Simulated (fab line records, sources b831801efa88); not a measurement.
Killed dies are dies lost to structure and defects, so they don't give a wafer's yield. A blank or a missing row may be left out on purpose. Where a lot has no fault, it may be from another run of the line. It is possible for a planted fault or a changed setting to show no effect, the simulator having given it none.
Problem report in the 8D (eight disciplines) form, filled by code    flow gf180mcu    the parts of the form that need people (team, actions taken, sign-off) are left out

## 1. WHAT WENT WRONG
At GF_VT_IMPLANT_IMPLANT_41, beam-on-s averages 11.16 s over 6 wafers from 2 lots, while fault-free wafers read 10.02 s, standard deviation 0.21. Measured from the usual mean, that is +5.4 standard deviations.
Earliest sighting: wafer L844.1 on implanter-04 at day 9 09:45. The record holds 18 wafers of 6 lots with a number at this step. By rule, "out" or "out of limits" means more than 4 standard deviations away from the usual mean. All remaining wafers that have a number are taken as sound.

## 2. WHAT IT IS; WHAT IT IS NOT
question                     is                             is not
which readings at this step  beam-on-s, faraday-current-uA  -
which lots                   L844, L846                     L838, L855, L856, L860
which wafers of those lots   all that have a number         -
read on which tools          implanter-04                   implanter-01, implanter-03
when                         from day 9 09:45               up to then (3 sound wafers); but 9 sound wafers of L855, L856, L860 came after

## 3. SUSPECTS, AND WHAT RULES EACH OUT
Counting: a tool stays on the suspect list if, at a process step up to the reading, it processed all lots that are out and no sound lot following the first of them.
- implanter-04 at GF_VT_IMPLANT_IMPLANT_41: ruled out as a lasting fault. The sound lots L856 went through it after L844, its earliest lot that is out (day 9 09:45).
Left after counting: nothing in the record.

## 4. THE CAUSE (what the simulator had put in)
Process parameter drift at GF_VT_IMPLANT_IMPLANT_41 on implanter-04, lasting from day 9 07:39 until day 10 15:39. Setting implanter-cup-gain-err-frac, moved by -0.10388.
Counting ruled it out, wrongly.

## 5. SEQUENCE OF EFFECTS, ordered by route
Each row: a reading where the mean over the struck wafers with a number is more than 3 standard deviations away from the usual. Readings are gone through only where the record gives a usual standard deviation; hours: the median, over the lots, of the time from a lot's start at the first step in this table giving one to that lot's start at this step; sigmas: the change measured in usual standard deviations.
hours  step                      reading             usual    on struck wafers  change  sigmas
0      GF_VT_IMPLANT_IMPLANT_41  beam-on-s           10.02 s  11.16             +1.14   +5.4
0      GF_VT_IMPLANT_IMPLANT_41  faraday-current-uA  5.70     5.12              -0.58   -4.8
Its process steps:
- GF_VT_IMPLANT_IMPLANT_41

## 6. WHAT WOULD HAVE CAUGHT IT SOONER
First out-of-limits reading in this record: day 9 09:45, which is 2 hours after fault onset at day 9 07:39.
